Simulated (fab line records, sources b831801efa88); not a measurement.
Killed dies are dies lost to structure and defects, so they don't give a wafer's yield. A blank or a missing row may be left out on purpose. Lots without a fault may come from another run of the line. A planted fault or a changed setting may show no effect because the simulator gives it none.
Chamber matching | flow gf180mcu | GF_V5_ETCH_16 on rie_diel-02: 4 sister chambers
The step etches BARC in N2/H2. 4 wafers are shown with their chamber, then 8 later ones without.

WAFERS WITH THEIR CHAMBER
wafer  | chamber | throttle_valve_pct (%)
L963.5 | 0       | 13.222
L969.5 | 1       | 13.216
L970.4 | 2       | 13.216
L971.1 | 3       | 13.227

WAFERS WITHOUT THEIR CHAMBER
wafer  | throttle_valve_pct (%)
L971.3 | 13.226
L971.4 | 13.218
L972.1 | 13.215
L972.3 | 13.225
L972.6 | 13.231
L980.3 | 13.225
L980.4 | 13.225
L980.5 | 13.214

WHICH CHAMBER EACH WENT THROUGH
wafer  | from the rows above          | in truth
L971.3 | can't be placed: 3 or 0      | 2
L971.4 | can't be placed: 1 or 2 or 0 | 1
L972.1 | can't be placed: 1 or 2      | 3
L972.3 | can't be placed: 3 or 0      | 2
L972.6 | 3                            | 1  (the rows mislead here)
L980.3 | can't be placed: 3 or 0      | 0
L980.4 | can't be placed: 3 or 0      | 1
L980.5 | can't be placed: 1 or 2      | 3
Placed correctly: 0 of 8. Can't be placed from these rows: 7 (the true chamber is among the candidates in 2). Placed wrongly: 1.
How it was worked out, from the rows above alone: a wafer's distance from a chamber is the root of the sum, over the readings, of the square of ((its reading less the chamber's mean) divided by the reading's scatter). The wafer belongs to the nearest chamber; if the next one is less than 2 further off, it can't be placed. A chamber's mean is the mean of its shown wafers. The scatter: with one shown wafer a chamber, the root of the mean of the squares of how far each hidden wafer lies from its nearest shown one.
